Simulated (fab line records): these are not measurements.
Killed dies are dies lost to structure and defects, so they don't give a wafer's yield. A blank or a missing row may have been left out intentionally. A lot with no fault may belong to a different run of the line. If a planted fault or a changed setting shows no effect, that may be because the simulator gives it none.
Chamber matching | flow gf180mcu | cmp-01 running GF_V4_CMP_04: 4 sister chambers
The step polishes SiO2. 4 wafers are shown with their chamber, then 9 later ones without.

## WAFERS, EACH WITH ITS CHAMBER
wafer  | chamber | motor-current-A (A)
L082.6 | 2       | 12.0
L089.1 | 3       | 12.9
L089.3 | 0       | 10.8
L089.6 | 1       | 13.0

## WAFERS WITHOUT THEIR CHAMBER
wafer  | motor-current-A (A)
L090.1 | 11.0
L090.2 | 13.3
L090.3 | 14.0
L093.1 | 12.5
L093.3 | 12.9
L093.5 | 13.2
L097.2 | 13.1
L097.3 | 13.7
L097.6 | 12.6

## CHAMBER TAKEN BY EACH
wafer  | from the rows above          | in truth
L090.1 | can't be placed: 0 or 2      | 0
L090.2 | can't be placed: 1 or 3      | 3
L090.3 | can't be placed: 1 or 3      | 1
L093.1 | can't be placed: 3 or 1 or 2 | 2
L093.3 | can't be placed: 3 or 1 or 2 | 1
L093.5 | can't be placed: 1 or 3      | 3
L097.2 | can't be placed: 1 or 3      | 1
L097.3 | can't be placed: 1 or 3      | 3
L097.6 | can't be placed: 3 or 1 or 2 | 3
0 of 9 placed correctly. These rows do not allow placing 9 (true chamber among the candidates in 9). Number placed wrongly: 0.
How it was worked out, from the rows above alone: a wafer's distance from a chamber is the root of the sum, over the readings, of the square of ((its reading less the chamber's mean) divided by the reading's scatter). If the next closest chamber is less than 2 further off than the closest, the wafer can't be placed; otherwise it belongs to the closest. Each chamber's mean is taken over the wafers shown for it. The scatter (one wafer shown for each chamber): square how far every hidden wafer sits from the nearest shown wafer, average those squares and take the square root.
